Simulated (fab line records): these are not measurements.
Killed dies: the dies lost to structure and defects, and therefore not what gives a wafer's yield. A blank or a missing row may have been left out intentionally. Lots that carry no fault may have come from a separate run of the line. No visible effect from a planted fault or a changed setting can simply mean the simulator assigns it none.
fab line records	flow gf180mcu
record lots=6	wafers=18	lastDay=34
route steps=602 shown MIM@518 M5@526 PASSIVATION@602
lots untouched by any fault: they come from a run of this same line in which no faults occurred
startH: hours from the record's first day to the start of the lot's first wafer shown	waitH: hours since the lot's step before	" repeats the value in the row above	L1.1+2: several wafers, shown together as one row	- either no value or no given start	* or withheld: withheld	< > ~ a bound
route shown NAME@n: a module of which the file shows steps, and the number in the route of the first	usual: the fault-free wafers' mean and standard deviation	same: alike in all rows	chamber/n: place in a boat	sites: readings site by site	_std_site: standard deviation across them	_edge_site: mean of outer sites minus mean of inner sites	radiusMm: how far each site lies from the wafer's centre	mask NAME#n: copy n	behind: tool/chamber where the wafer was last shaped	hold: why the lot went on hold/how many hours it stayed there/how the hold came to an end	device: names the non-switching transistor (n, p or np)	end of line: tests of these same wafers at the route's end	where a step has no rows: the recipe by itself	killed: dies that structure and defects cost at the first sort, which is not the same as the wafer's yield	map: the dies of a wafer, with x for killed, . for not killed, _ for no die there
set.NAME: setting as actually run; set.NAME@STEP: the setting as run at that earlier step	model.NAME: the simulator's own value behind a step, which no gauge read
certain route steps with their lots: each step a table, each wafer a row
services: when a tool's chamber went out of use (startH, in hours from the record's first day, below 0 if earlier), for how many hours, and the reason
## steps
# step GF_MIM_SOFTBAKE_15
# recipe tempC=90	timeS=60	resist=NOVOLAK
# step GF_MIM_EXPOSE_16
# recipe maskId=FuseTop	targetCdNm=2000	na=0.6	sourceShape=conventional	sigmaOuter=0.6	doseMj=140
# step GF_MIM_PEB_17
# recipe tempC=withheld	timeS=*	resist=NOVOLAK
# step GF_MIM_DEVELOP_18
# recipe developTimeS=60	devTempC=23
# step GF_MIM_METAL_ETCH_19
# recipe chemistry=Cl2/BCl3	maskMaterial=NOVOLAK	stopOn=Si3N4	targetDepthNm=324.5	pressureMtorr=8	icpW=800	biasW=140	Cl2_flow_sccm=80	bcl3FlowSccm=40	timeS=54.1
# usual drypumpMotorCurrentA=5.8/0.46	oesProductAu=0.941/0.0065	rfFwdPowerW=791/3.1	throttleValvePct=28.284/0.0098
lot.wafer	tool	chamber	startH	waitH	drypumpMotorCurrentA	oesProductAu	rfFwdPowerW	rfHoursCounterH	throttleValvePct
L994.1	rieMetal-01	1	626.17	0.1	6.2	0.934	788	9	28.283
L994.3	"	1	"	"	6.2	0.928	788	-	28.287
L994.4	"	1	"	"	6.2	0.935	788	-	28.282
L996.1	rieMetal-02	1	644.29	0.1	6.2	0.939	796	12	28.277
L996.3	"	0	"	"	5.5	0.941	791	-	28.287
L996.6	"	1	"	"	6.2	0.942	797	-	28.291
L100.2	rieMetal-02	0	674.24	0.1	5.5	0.951	789	2	28.282
L100.3	"	1	"	"	6.1	0.938	793	-	28.285
L100.4	"	0	"	"	5.5	0.941	791	-	28.269
L104.2	rieMetal-01	0	700.45	0.1	6.3	0.941	793	2	28.289
L104.4	"	1	"	"	6.2	0.943	786	-	28.285
L104.5	"	0	"	"	6.3	0.936	796	-	28.272
L110.1	rieMetal-01	0	739.14	0.1	6.3	0.930	785	4	28.286
L110.2	"	0	"	"	6.3	0.938	786	-	28.295
L110.6	"	0	"	"	6.3	0.946	787	-	28.294
L111.1	rieMetal-01	0	749.60	0.1	6.3	0.928	791	5	28.277
L111.3	"	1	"	"	6.2	0.934	787	-	28.276
L111.5	"	1	"	"	6.2	0.937	788	-	28.277
# step GF_MIM_STRIP_20
# recipe chemistry=O2/N2	powerW=1400	pressureMtorr=1500	platenTempC=250	o2FlowSccm=3000	n2FlowSccm=300	overashFraction=0.5
# usual drypumpMotorCurrentA=5.7/0.39	heaterPowerW=334/15	o2FlowSccm=2999/8.2	oesProductAu=0.693/0.0043	stripTimeToEndpointS=11.22/0.044
lot.wafer	tool	chamber	startH	waitH	drypumpMotorCurrentA	heaterPowerW	o2FlowSccm	oesProductAu	rfHoursCounterH	stripTimeToEndpointS
L994.1	plasmaAsher-04	0	626.31	0.1	6.3	313	3002	0.693	56	11.19
L994.3	"	1	"	"	5.4	350	2996	0.693	-	11.21
L994.4	"	0	"	"	6.3	303	3002	0.694	-	11.27
L996.1	plasmaAsher-04	0	644.36	0.0	6.3	311	2990	0.690	58	11.24
L996.3	"	0	"	"	6.3	320	2983	0.701	-	11.32
L996.6	"	0	"	"	6.3	318	3000	0.692	-	11.23
L100.2	plasmaAsher-04	1	674.31	0.0	5.3	340	2984	0.698	61	11.20
L100.3	"	0	"	"	6.3	307	2985	0.692	-	11.16
L100.4	"	1	"	"	5.3	347	2989	0.696	-	11.19
L104.2	plasmaAsher-01	1	700.52	0.0	5.9	328	3010	0.688	114	11.20
L104.4	"	0	"	"	5.8	334	2998	0.695	-	11.21
L104.5	"	1	"	"	5.9	337	3002	0.691	-	11.25
L110.1	plasmaAsher-02	0	739.28	0.1	5.3	319	3012	0.698	89	11.28
L110.2	"	1	"	"	5.0	363	3015	0.700	89	11.29
L110.6	"	1	"	"	5.0	360	3011	0.693	-	11.27
L111.1	plasmaAsher-01	0	749.67	0.0	5.8	324	2993	0.686	1	11.23
L111.3	"	0	"	"	5.8	333	2999	0.698	-	11.28
L111.5	"	0	"	"	5.8	329	2994	0.692	-	11.25
# step GF_MIM_STRIP_21
# recipe chemistry=postEtchResidueRemover	timeS=1200	tempC=72.5
# step GF_MIM_CLEAN_22
# recipe chemistry=DIW	dry=n2Spin
# step GF_M5_DEHYDRATE_00
# recipe tempC=200	timeS=60
# step GF_M5_HMDS_01
# recipe primeTimeS=60	primeTempC=120
# step GF_M5_COAT_02
# recipe resist=KrF	spinRpm=withheld	resistThkNm=1000
# step GF_M5_SOFTBAKE_03
# recipe tempC=130	timeS=60	resist=KrF
# step GF_M5_EXPOSE_04
# recipe maskId=Metal5	targetCdNm=280	na=0.68	sourceShape=conventional	sigmaOuter=0.6	doseMj=28
# usual focusOffsetNm=-0.1/0.49	stageVelMmS=500.02/0.27
lot.wafer	tool	chamber	startH	waitH	mask	focusOffsetNm	stageVelMmS
L994.1	krfScanner-01	0	637.15	-	Metal5#0	-0.7	500.31
L994.3	"	0	"	"	Metal5#0	-0.3	500.22
L994.4	"	0	"	"	Metal5#0	-0.2	500.77
L996.1	krfScanner-02	0	654.45	-	Metal5#0	-0.3	500.19
L996.3	"	0	"	"	Metal5#0	0.1	499.70
L996.6	"	0	"	"	Metal5#0	-0.2	499.84
L100.2	krfScanner-01	0	683.76	-	Metal5#0	0.6	500.17
L100.3	"	0	"	"	Metal5#0	0.5	500.21
L100.4	"	0	"	"	Metal5#0	0.4	500.30
L104.2	krfScanner-01	0	710.05	-	Metal5#0	0.0	499.77
L104.4	"	0	"	"	Metal5#0	-0.5	500.09
L104.5	"	0	"	"	Metal5#0	-0.4	499.53
L110.1	krfScanner-02	0	748.19	-	Metal5#0	-0.2	499.25
L110.2	"	0	"	"	Metal5#0	0.2	499.58
L110.6	"	0	"	"	Metal5#0	0.2	500.01
L111.1	krfScanner-02	0	758.15	-	Metal5#0	-0.2	500.18
L111.3	"	0	"	"	Metal5#0	-0.3	500.35
L111.5	"	0	"	"	Metal5#0	0.2	500.29
# step GF_M5_PEB_05
# recipe pebTempC=135	pebTimeS=90	resist=KrF
# step GF_M5_DEVELOP_06
# recipe developTimeS=60	devTempC=21
# step GF_M5_CD_MEAS_07
# recipe targetCdNm=280
# usual cdNm=280.1/1.2
lot.wafer	tool	chamber	startH	waitH	cdNm
L994.1	cdSem-02	-	646.70	0.1	280.1
L994.3	"	-	"	"	280.1
L994.4	"	-	"	"	281.0
L996.1	cdSem-01	-	663.75	0.1	281.7
L996.3	"	-	"	"	279.6
L996.6	"	-	"	"	280.4
L100.2	cdSem-01	-	692.99	0.1	280.5
L100.3	"	-	"	"	280.8
L100.4	"	-	"	"	241.4
L104.2	cdSem-01	-	718.52	0.1	280.6
L104.4	"	-	"	"	244.0
L104.5	"	-	"	"	243.5
L110.1	cdSem-01	-	756.55	0.1	280.3
L110.2	"	-	"	"	279.6
L110.6	"	-	"	"	279.0
L111.1	cdSem-02	-	765.99	0.1	280.7
L111.3	"	-	"	"	280.6
L111.5	"	-	"	"	280.9
# step GF_M5_OVL_MEAS_08
# usual M5_OVL=-4/4.9
lot.wafer	tool	chamber	startH	waitH	M5_OVL[nm]
L994.1	overlay-01	-	646.82	0.1	1
L994.3	"	-	"	"	-9
L994.4	"	-	"	"	-9
L996.1	overlay-01	-	663.87	0.1	0
L996.3	"	-	"	"	-7
L996.6	"	-	"	"	5
L100.2	overlay-02	-	693.10	0.1	-4
L100.3	"	-	"	"	4
L100.4	"	-	"	"	-4
L104.2	overlay-01	-	718.63	0.1	-10
L104.4	"	-	"	"	-3
L104.5	"	-	"	"	-7
L110.1	overlay-02	-	756.67	0.1	-1
L110.2	"	-	"	"	1
L110.6	"	-	"	"	1
L111.1	overlay-02	-	766.11	0.1	-8
L111.3	"	-	"	"	-5
L111.5	"	-	"	"	-4
# step GF_M5_ETCH_09
# recipe chemistry=CF4/O2	target=Si3N4	targetDepthNm=52	sourceW=800	biasW=150	pressureMtorr=150	cf4FlowSccm=80	O2_flow_sccm=10	timeS=11.6
# usual drypumpMotorCurrentA=5.9/0.48	oesProductAu=1.003/0.0099	rfFwdPowerW=786/4.3	throttleValvePct=5.973/0.0097
lot.wafer	tool	chamber	startH	waitH	drypumpMotorCurrentA	oesProductAu	rfFwdPowerW	rfHoursCounterH	throttleValvePct	model.M5.cdNm
L994.1	rieDiel-03	0	646.86	0.0	5.8	1.000	783	9	5.969	280.2
L994.3	"	2	"	"	5.8	1.002	783	4	5.975	279.7
L994.4	"	3	"	"	4.6	0.998	782	12	5.982	280.5
L996.1	rieDiel-02	1	663.91	0.0	5.3	1.021	787	7	5.968	282
L996.3	"	3	"	"	6.5	1.022	792	13	5.967	280.3
L996.6	"	0	"	"	6.3	1.008	787	-	5.967	280.5
L100.2	rieDiel-04	1	693.13	0.0	5.7	0.986	787	9	5.972	280.3
L100.3	"	2	"	"	5.7	1.007	786	13	5.967	280.5
L100.4	"	0	"	"	6.3	0.992	780	-	5.993	241.5
L104.2	rieDiel-02	2	718.66	0.0	6.3	1.009	785	24	5.977	280.2
L104.4	"	0	"	"	6.3	1.003	787	45	5.972	244.5
L104.5	"	2	"	"	6.2	1.010	783	-	5.979	243.5
L110.1	rieDiel-03	1	756.71	0.0	6.2	1.009	786	15	5.984	280.3
L110.2	"	2	"	"	5.8	1.013	784	9	5.979	279.2
L110.6	"	1	"	"	6.2	1.003	782	-	5.968	278.8
L111.1	rieDiel-03	3	766.14	0.0	4.6	0.999	785	16	5.962	280.5
L111.3	"	1	"	"	6.2	1.003	787	15	5.968	281.1
L111.5	"	0	"	"	5.8	0.997	788	-	5.973	280.9
# step GF_M5_METAL_ETCH_10
# recipe chemistry=Cl2/BCl3	maskMaterial=KrF	targetDepthNm=627.5	stopOn=SiO2	pressureMtorr=8	icpW=800	biasW=140	Cl2_flow_sccm=80	bcl3FlowSccm=40	timeS=104.6
# usual drypumpMotorCurrentA=5.7/0.31	oesProductAu=0.970/0.0072	rfFwdPowerW=794.9/2.5	throttleValvePct=28.253/0.011
lot.wafer	tool	chamber	startH	waitH	drypumpMotorCurrentA	oesProductAu	rfFwdPowerW	rfHoursCounterH	throttleValvePct	model.M5.cdNm
L994.1	rieMetal-02	0	646.88	0.0	5.5	0.958	791.6	1	28.252	286.3
L994.3	"	1	"	"	6.2	0.978	792.1	-	28.256	281.9
L994.4	"	0	"	"	5.5	0.969	797.4	-	28.260	286.9
L996.1	rieMetal-04	0	663.93	0.0	5.6	0.960	798.1	8	28.261	283.7
L996.3	"	1	"	"	5.5	0.965	796.8	-	28.246	280.4
L996.6	"	1	"	"	5.6	0.970	795.8	-	28.254	282.3
L100.2	rieMetal-01	0	693.15	0.0	6.3	0.972	791.3	2	28.239	280.8
L100.3	"	0	"	"	6.3	0.965	796.8	-	28.229	281.6
L100.4	"	1	"	"	6.2	0.959	795.8	-	28.248	240.5
L104.2	rieMetal-04	1	718.68	0.0	5.6	0.959	796.4	7	28.270	283.6
L104.4	"	1	"	"	5.6	0.957	792.6	-	28.259	244.4
L104.5	"	0	"	"	5.6	0.952	797.7	-	28.255	244.3
L110.1	rieMetal-04	1	756.73	0.0	5.6	0.974	792.3	9	28.259	280.2
L110.2	"	0	"	"	5.6	0.964	800.9	12	28.239	277.7
L110.6	"	1	"	"	5.6	0.969	793.9	-	28.248	279.3
L111.1	rieMetal-04	0	766.17	0.0	5.6	0.973	792.2	12	28.262	277.5
L111.3	"	1	"	"	5.6	0.964	797.6	-	28.256	280
L111.5	"	1	"	"	5.5	0.978	796.6	-	28.245	282
# step GF_M5_STRIP_11
# recipe chemistry=O2/N2	powerW=1400	pressureMtorr=1500	platenTempC=250	o2FlowSccm=3000	n2FlowSccm=300	overashFraction=0.5
# usual drypumpMotorCurrentA=5.6/0.46	heaterPowerW=326/26	o2FlowSccm=3000/9.5	oesProductAu=0.545/0.0053	stripTimeToEndpointS=7.57/0.045
lot.wafer	tool	chamber	startH	waitH	drypumpMotorCurrentA	heaterPowerW	o2FlowSccm	oesProductAu	rfHoursCounterH	stripTimeToEndpointS
L994.1	plasmaAsher-04	1	647.00	0.1	5.4	347	2970	0.555	58	7.59
L994.3	"	1	"	"	5.4	347	2999	0.549	-	7.50
L994.4	"	0	"	"	6.3	320	2976	0.538	-	7.63
L996.1	plasmaAsher-02	0	664.05	0.1	5.3	326	3019	0.546	81	7.55
L996.3	"	0	"	"	5.3	314	3014	0.549	-	7.51
L996.6	"	1	"	"	5.0	354	2997	0.553	-	7.57
L100.2	plasmaAsher-02	1	693.26	0.1	5.0	364	3005	0.547	85	7.55
L100.3	"	1	"	"	5.0	369	2981	0.554	-	7.56
L100.4	"	0	"	"	5.3	318	2996	0.544	-	7.53
L104.2	plasmaAsher-03	1	718.79	0.1	5.7	333	3002	0.552	23	7.59
L104.4	"	0	"	"	6.1	285	3007	0.546	-	7.62
L104.5	"	0	"	"	6.1	282	3007	0.547	-	7.58
L110.1	plasmaAsher-04	1	756.84	0.1	5.3	353	2996	0.548	71	7.59
L110.2	"	0	"	"	6.2	310	3010	0.546	71	7.55
L110.6	"	1	"	"	5.3	341	3011	0.553	-	7.53
L111.1	plasmaAsher-04	1	766.28	0.1	5.3	346	3006	0.539	72	7.55
L111.3	"	1	"	"	5.4	343	3004	0.542	-	7.59
L111.5	"	0	"	"	6.2	314	3010	0.544	-	7.57
# step GF_PASSIVATION_PROBE_99
lot.wafer	tool	chamber	startH	waitH	model.etest.met5.widthNm	model.etest.met5.lineOhmUm
L994.1	prober-01	-	709.71	0.1	285.2	0.2576
L994.3	prober-01	-	709.81	0.2	280.6	0.2524
L994.4	prober-01	-	709.86	0.2	288.5	0.2452
L996.1	prober-01	-	724.85	0.1	277.9	0.2629
L996.3	prober-01	-	724.95	0.2	277.8	0.2601
L996.6	prober-01	-	725.10	0.2	282.2	0.2629
L100.2	prober-01	-	751.96	0.1	279.7	0.2542
L100.3	prober-01	-	752.01	0.2	283.2	0.2554
L100.4	prober-01	-	752.06	0.2	243.3	0.3039
L104.2	prober-01	-	775.53	0.1	284.3	0.2586
L104.4	prober-01	-	775.63	0.2	241.6	0.3039
L104.5	prober-01	-	775.68	0.2	241.9	0.308
L110.1	prober-01	-	808.70	0.1	281.2	0.258
L110.2	prober-01	-	808.75	0.1	278.8	0.258
L110.6	prober-01	-	808.95	0.2	279.2	0.259
L111.1	prober-02	-	816.21	0.1	280.1	0.2578
L111.3	prober-02	-	816.31	0.2	278.8	0.2517
L111.5	prober-02	-	816.41	0.2	283.4	0.2498
# killed by level:class
L994.1 CONTACT:geometricParticle:open=10 V1:geometricParticle:open=6 V5:geometricParticle:short=6 V4:geometricParticle:open=5 V4:geometricParticle:short=5 V3:geometricParticle:open=4 STI:geometricParticle:open=3 CONTACT:geometricParticle:short=3
L994.3 V1:geometricParticle:short=6 M2:geometricParticle:short=6 V5:geometricParticle:open=6 M1:geometricParticle:open=3 M1:geometricParticle:short=3 V1:geometricParticle:open=3 V3:geometricParticle:open=3 HV_LDD:geometricParticle:short=2
L994.4 V2:geometricParticle:open=8 CONTACT:geometricParticle:open=4 V5:geometricParticle:open=4 V2:geometricParticle:short=3 M5:geometricParticle:short=3 STI:geometricParticle:open=2 M1:geometricParticle:short=2 V1:geometricParticle:short=2
L996.1 CONTACT:geometricParticle:open=8 STI:geometricParticle:short=6 V5:geometricParticle:open=6 V2:geometricParticle:open=5 V1:geometricParticle:open=4 V1:geometricParticle:short=3 V2:geometricParticle:short=2 M3:geometricParticle:short=2
L996.3 V3:geometricParticle:open=6 V2:geometricParticle:open=4 CONTACT:geometricParticle:open=3 CONTACT:geometricParticle:short=3 V5:geometricParticle:short=3 V3:geometricParticle:short=3 POLY_GATE:geometricParticle:open=2 M1:geometricParticle:short=2
L996.6 V5:geometricParticle:open=8 STI:geometricParticle:short=6 CONTACT:geometricParticle:open=4 V1:geometricParticle:short=4 M2:geometricParticle:short=4 V2:geometricParticle:short=4 V3:geometricParticle:short=4 CONTACT:geometricParticle:short=3
L110.1 V1:geometricParticle:open=7 CONTACT:geometricParticle:open=4 M1:geometricParticle:short=4 V2:geometricParticle:open=4 STI:geometricParticle:open=3 V3:geometricParticle:open=3 STI:geometricParticle:short=2 POLY_GATE:geometricParticle:short=2
L110.2 CONTACT:geometricParticle:open=10 V3:geometricParticle:open=8 STI:geometricParticle:short=5 V1:geometricParticle:open=4 M4:geometricParticle:short=4 STI:geometricParticle:open=3 CONTACT:geometricParticle:short=3 M1:geometricParticle:short=3
L110.6 V2:geometricParticle:open=7 V4:geometricParticle:open=7 V3:geometricParticle:open=5 CONTACT:geometricParticle:open=4 M5:geometricParticle:short=4 STI:geometricParticle:short=3 HV_LDD:geometricParticle:open=3 V1:geometricParticle:short=3
L111.1 CONTACT:geometricParticle:open=7 V2:geometricParticle:open=7 V1:geometricParticle:open=5 V5:geometricParticle:open=5 STI:geometricParticle:short=2 M1:geometricParticle:short=2 V3:geometricParticle:open=2 V4:geometricParticle:open=2
L111.3 V2:geometricParticle:open=5 V4:geometricParticle:open=5 V1:geometricParticle:short=5 STI:geometricParticle:open=3 POLY_GATE:geometricParticle:short=3 M1:geometricParticle:short=3 V1:geometricParticle:open=3 V3:geometricParticle:open=3
L111.5 CONTACT:geometricParticle:open=7 V1:geometricParticle:open=6 V3:geometricParticle:short=5 STI:geometricParticle:short=4 M1:geometricParticle:short=4 CONTACT:geometricParticle:short=3 V5:geometricParticle:open=3 M5:geometricParticle:open=3
## services
tool	chamber	startH	hours	kind
krfScanner-02	-	604.31	1.3	pm
plasmaAsher-02	-	605.46	2.7	repair
rieDiel-03	-	610.30	0.6	repair
rieMetal-01	1	612.01	3.9	repair
rieDiel-03	-	613.36	0.7	repair
krfScanner-02	-	617.05	0.8	repair
plasmaAsher-02	-	628.24	1.8	repair
rieMetal-02	-	629.87	0.3	repair
rieMetal-01	-	634.34	14.6	pm
krfScanner-01	-	643.07	1.1	repair
krfScanner-01	-	644.21	0.8	pm
krfScanner-01	-	650.90	1.0	pm
krfScanner-01	-	681.21	0.3	repair
krfScanner-01	-	688.92	9.2	repair
plasmaAsher-02	-	698.21	6.6	repair
krfScanner-02	-	699.00	1.0	pm
rieMetal-04	-	703.76	2.8	pm
krfScanner-02	-	712.79	0.8	pm
krfScanner-01	-	714.79	1.5	repair
plasmaAsher-02	-	715.63	2.2	repair
rieMetal-04	-	719.58	0.5	repair
krfScanner-01	-	721.43	1.3	pm
krfScanner-01	-	731.82	1.1	repair
rieMetal-01	-	745.88	2.8	pm
## key
firstSign step=GF_M5_CD_MEAS_07	reading=cdNm	direction=down	sigmas=30	usual=280.1	struck=242.9
effect none on later readings
modelEffect step=GF_M5_ETCH_09	value=M5.cdNm	without=280.2	struck=243.2
modelEffect step=GF_M5_METAL_ETCH_10	value=M5.cdNm	without=280.1	struck=243.1
modelEffect step=GF_PASSIVATION_PROBE_99	value=etest.met5.widthNm	without=279.3	struck=242.3
metAt GF_M5_EXPOSE_04
struckWafers L100.4,L104.4,L104.5
sortLeftOut L100.4,L104.4,L104.5
onsetBetween 637.15 683.76
fault kind=processParameterDrift	tool=krfScanner-01	chamber=-	onsetH=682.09	steps=GF_M5_EXPOSE_04	channel=focusNm	offset=378.33	shape=step	endH=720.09	scope=struckWafersOnly
# sortLeftOut: the simulated sort isn't trusted on such a fault, so these wafers' sort isn't shown, and their yield isn't known
